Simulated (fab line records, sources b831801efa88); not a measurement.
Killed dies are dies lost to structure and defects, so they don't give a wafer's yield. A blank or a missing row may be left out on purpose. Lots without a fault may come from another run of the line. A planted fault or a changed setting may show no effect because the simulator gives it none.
Which tool did it? | flow gf180mcu | 11 lots, 33 wafers sampled, at 6 steps of a route of 602

WHAT THE GAUGES READ, wafer by wafer
GF_POLY_GATE_CD_MEAS_10: target cd 280 nm. Usual: cd_nm 280.1 nm, standard deviation 1.1.
lot  | measured     | on        | cd_nm (nm)        | flag
L574 | day 9 00:15  | cd_sem-02 | 279.4 280.1 280.6 |
L575 | day 9 07:17  | cd_sem-02 | 278.2 279.2 278.6 |
L578 | day 10 06:20 | cd_sem-02 | 279.2 280.7 281.9 |
L579 | day 10 09:47 | cd_sem-02 | 280.1 280.1 279.9 |
L584 | day 12 15:44 | cd_sem-01 | 279.4 281.6 280.9 |
L586 | day 13 07:15 | cd_sem-02 | 281.4 279.2 279.4 |
L594 | day 15 01:20 | cd_sem-02 | 281.0 281.8 281.1 |
L593 | day 15 06:05 | cd_sem-02 | 280.0 280.2 280.9 |
L595 | day 15 12:22 | cd_sem-02 | 279.5 279.1 278.2 |
L596 | day 15 18:06 | cd_sem-02 | 279.3 280.7 280.3 |
L597 | day 16 00:10 | cd_sem-02 | 279.8 278.5 280.0 |

GF_PSD_RS_MEAS_14: measures by four-point-probe. Usual: NSD_RS 45.99 ohm/sq, standard deviation 0.07.
lot  | measured     | on            | NSD_RS (ohm/sq)   | flag
L574 | day 13 20:54 | film_metro-01 | 46.02 45.94 46.07 |
L575 | day 14 05:20 | film_metro-04 | 45.95 46.00 45.90 |
L578 | day 15 11:29 | film_metro-01 | 45.97 46.08 46.09 |
L579 | day 15 13:39 | film_metro-01 | 45.88 45.97 46.00 |
L584 | day 18 11:47 | film_metro-01 | 47.61 47.71 47.66 | OFF
L586 | day 19 03:23 | film_metro-03 | 47.71 47.70 47.64 | OFF
L594 | day 21 01:11 | film_metro-03 | 46.02 45.92 46.04 |
L593 | day 21 08:16 | film_metro-01 | 45.98 45.96 45.92 |
L595 | day 21 16:23 | film_metro-04 | 45.88 46.00 45.84 |
L596 | day 21 22:19 | film_metro-01 | 46.13 45.93 46.03 |
L597 | day 22 04:25 | film_metro-04 | 45.96 45.96 45.99 |

WHICH TOOL RAN EACH LOT (tool, then ch and the chambers of the sampled wafers, then the start)
lot  | GF_POLY_GATE_ETCH_13             | GF_HV_LDD_STRIP_37                   | GF_NSD_IMPLANT_10               | GF_NSD_STRIP_11
L574 | rie_si-01 ch 1,2,3, day 9 00:26  | plasma_asher-01 ch 0,1, day 11 08:04 | implanter-01 ch 0, day 13 00:58 | plasma_asher-01 ch 0,1, day 13 01:05
L575 | rie_si-01 ch 0,1,3, day 9 07:29  | plasma_asher-01 ch 0,1, day 11 15:46 | implanter-04 ch 0, day 13 08:40 | plasma_asher-01 ch 0,1, day 13 08:49
L578 | rie_si-01 ch 1,2,3, day 10 06:33 | plasma_asher-01 ch 0,1, day 12 17:20 | implanter-03 ch 0, day 14 13:50 | plasma_asher-02 ch 0,1, day 14 13:59
L579 | rie_si-01 ch 0,1,2, day 10 09:57 | plasma_asher-01 ch 0,1, day 12 21:07 | implanter-04 ch 0, day 14 16:32 | plasma_asher-01 ch 0,1, day 14 16:40
L584 | rie_si-02 ch 0,2,3, day 12 15:56 | plasma_asher-02 ch 0,1, day 15 11:02 | implanter-03 ch 0, day 17 11:35 | plasma_asher-01 ch 0,1, day 17 11:44
L586 | rie_si-02 ch 1,2,3, day 13 07:26 | plasma_asher-04 ch 0,1, day 16 02:04 | implanter-03 ch 0, day 18 03:15 | plasma_asher-03 ch 0,1, day 18 03:22
L594 | rie_si-02 ch 0,3, day 15 01:32   | plasma_asher-02 ch 0,1, day 17 22:37 | implanter-01 ch 0, day 20 00:43 | plasma_asher-02 ch 0,1, day 20 00:52
L593 | rie_si-02 ch 0,1,3, day 15 06:17 | plasma_asher-01 ch 0,1, day 18 04:28 | implanter-04 ch 0, day 20 07:28 | plasma_asher-01 ch 0,1, day 20 07:37
L595 | rie_si-01 ch 0,3, day 15 12:34   | plasma_asher-04 ch 1, day 18 11:59   | implanter-01 ch 0, day 20 16:02 | plasma_asher-03 ch 0,1, day 20 16:11
L596 | rie_si-01 ch 1,2,3, day 15 18:17 | plasma_asher-02 ch 0,1, day 18 17:16 | implanter-04 ch 0, day 20 21:26 | plasma_asher-03 ch 0,1, day 20 21:33
L597 | rie_si-02 ch 0,3, day 16 00:20   | plasma_asher-04 ch 0,1, day 19 01:33 | implanter-01 ch 0, day 21 04:53 | plasma_asher-02 ch 0,1, day 21 05:01
- GF_POLY_GATE_ETCH_13: etches poly-Si in HBr/Cl2, stops on SiO2, target depth 198.5 nm, time 69.6 s.
- GF_HV_LDD_STRIP_37: strips in O2/N2.
- GF_NSD_IMPLANT_10
- GF_NSD_STRIP_11: strips in O2/N2.

WHAT THE TOOLS THEMSELVES READ (means of the sampled wafers that have a number; where no wafer has one, the mark that the record gives instead)
GF_POLY_GATE_ETCH_13. Usual: drypump_motor_current_A 5.6 A, standard deviation 0.52; oes_product_au 0.993 a.u., standard deviation 0.0062; rf_fwd_power_W 396.3 W, standard deviation 1.4; throttle_valve_pct 33.684 %, standard deviation 0.0088.
lot  | tool      | drypump_motor_current_A (A) | oes_product_au (a.u.) | rf_fwd_power_W (W) | throttle_valve_pct (%) | flag
L574 | rie_si-01 | 5.6                         | 0.999                 | 396.6              | 33.687                 |
L575 | rie_si-01 | 6.0                         | 0.998                 | 396.3              | 33.684                 |
L578 | rie_si-01 | 5.6                         | 1.001                 | 396.8              | 33.686                 |
L579 | rie_si-01 | 5.9                         | 0.993                 | 397.1              | 33.690                 |
L584 | rie_si-02 | 5.3                         | 0.991                 | 396.0              | 33.693                 |
L586 | rie_si-02 | 5.3                         | 0.985                 | 396.3              | 33.686                 |
L594 | rie_si-02 | 5.0                         | 0.988                 | 393.5              | 33.677                 |
L593 | rie_si-02 | 5.1                         | 0.989                 | 395.5              | 33.678                 |
L595 | rie_si-01 | 6.0                         | 1.001                 | 394.8              | 33.685                 |
L596 | rie_si-01 | 5.6                         | 0.992                 | 397.3              | 33.688                 |
L597 | rie_si-02 | 5.1                         | 0.995                 | 394.3              | 33.689                 |

GF_HV_LDD_STRIP_37. Usual: drypump_motor_current_A 5.51 A, standard deviation 0.14; heater_power_w 338 W, standard deviation 22; oes_product_au 0.716 a.u., standard deviation 0.0048; strip_time_to_endpoint_s 12.62 s, standard deviation 0.032.
lot  | tool            | drypump_motor_current_A (A) | heater_power_w (W) | oes_product_au (a.u.) | strip_time_to_endpoint_s (s) | flag
L574 | plasma_asher-01 | 5.48                        | 355                | 0.713                 | 12.64                        |
L575 | plasma_asher-01 | 5.50                        | 353                | 0.719                 | 12.60                        |
L578 | plasma_asher-01 | 5.48                        | 358                | 0.720                 | 12.65                        |
L579 | plasma_asher-01 | 5.50                        | 356                | 0.719                 | 12.64                        |
L584 | plasma_asher-02 | 5.59                        | 343                | 0.717                 | 12.68                        |
L586 | plasma_asher-04 | 5.55                        | 321                | 0.716                 | 12.62                        |
L594 | plasma_asher-02 | 5.59                        | 348                | 0.715                 | 12.58                        |
L593 | plasma_asher-01 | 5.46                        | 354                | 0.714                 | 12.64                        |
L595 | plasma_asher-04 | 5.70                        | 322                | 0.713                 | 12.58                        |
L596 | plasma_asher-02 | 5.57                        | 351                | 0.719                 | 12.59                        |
L597 | plasma_asher-04 | 5.55                        | 327                | 0.718                 | 12.61                        |

GF_NSD_IMPLANT_10. Usual: dose_ions_cm2 5e+14, standard deviation 6.3e+11; faraday_current_uA 2787, standard deviation 52.
lot  | tool         | dose_ions_cm2 | faraday_current_uA | flag
L574 | implanter-01 | 5e+14         | 2805               |
L575 | implanter-04 | 5e+14         | 2761               |
L578 | implanter-03 | 5e+14         | 2790               |
L579 | implanter-04 | 5e+14         | 2804               |
L584 | implanter-03 | 4e+14         | 2004               | OFF
L586 | implanter-03 | 4e+14         | 2027               | OFF
L594 | implanter-01 | 5e+14         | 2826               |
L593 | implanter-04 | 5e+14         | 2755               |
L595 | implanter-01 | 5e+14         | 2771               |
L596 | implanter-04 | 5e+14         | 2813               |
L597 | implanter-01 | 5e+14         | 2822               |

GF_NSD_STRIP_11. Usual: drypump_motor_current_A 5.7 A, standard deviation 0.44; heater_power_w 327 W, standard deviation 30; oes_product_au 0.485 a.u., standard deviation 0.0049; strip_time_to_endpoint_s 22.98 s, standard deviation 0.031.
lot  | tool            | drypump_motor_current_A (A) | heater_power_w (W) | oes_product_au (a.u.) | strip_time_to_endpoint_s (s) | flag
L574 | plasma_asher-01 | 5.5                         | 351                | 0.484                 | 22.94                        |
L575 | plasma_asher-01 | 5.5                         | 350                | 0.485                 | 22.96                        |
L578 | plasma_asher-02 | 5.6                         | 342                | 0.485                 | 22.94                        |
L579 | plasma_asher-01 | 5.5                         | 331                | 0.480                 | 22.99                        |
L584 | plasma_asher-01 | 5.5                         | 334                | 0.487                 | 22.87                        | OFF
L586 | plasma_asher-03 | 6.2                         | 301                | 0.493                 | 22.86                        | OFF
L594 | plasma_asher-02 | 5.6                         | 345                | 0.489                 | 22.99                        |
L593 | plasma_asher-01 | 5.5                         | 352                | 0.484                 | 22.95                        |
L595 | plasma_asher-03 | 5.9                         | 294                | 0.484                 | 22.99                        |
L596 | plasma_asher-03 | 6.2                         | 300                | 0.491                 | 23.02                        |
L597 | plasma_asher-02 | 5.6                         | 343                | 0.487                 | 23.01                        |

THE ANSWER, worked out from the rows above alone
Rule: a lot is off if the mean of its wafers that have a number lies more than 3 standard deviations from the usual mean. A lot without any number at a reading at which 4 lots or more have one is off too. The other lots that the step has rows for count as sound. The gauges are gone through in route order, then the tools' own readings, and for those a lot's mean is taken as printed above. The first step at which some lot is off is used, and at that step the reading that is off furthest; a lot without a number counts as furthest.
Off: L584, L586, at GF_PSD_RS_MEAS_14 (NSD_RS).
A tool fits if, at a process step before that reading, it ran every lot that is off, and no sound lot after the first of them. The gauges at GF_PSD_RS_MEAS_14 aren't tried: what is off there is off at GF_NSD_IMPLANT_10 too, on other tools, and a gauge's error can't cause that. One fits: implanter-03 at GF_NSD_IMPLANT_10. Its last sound lot is L578 (day 14 13:50), its first lot that is off L584 (day 17 11:35): a fault that began between those two fits.
The tool's own readings at GF_NSD_IMPLANT_10 bear it out: on the lots that are off they differ by more than 5 times the standard deviation of the sound lots' means. dose_ions_cm2 reads 4e+14 there against 5e+14 on the sound lots; faraday_current_uA reads 2016 there against 2794 on the sound lots.

WHAT THE SIMULATOR HAD PUT IN
Process parameter drift: implanter-03, from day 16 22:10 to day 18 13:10, at GF_NSD_IMPLANT_10. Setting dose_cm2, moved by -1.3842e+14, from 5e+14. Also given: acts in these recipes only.
Lots struck among those shown: L584, L586. The rule above found the same.
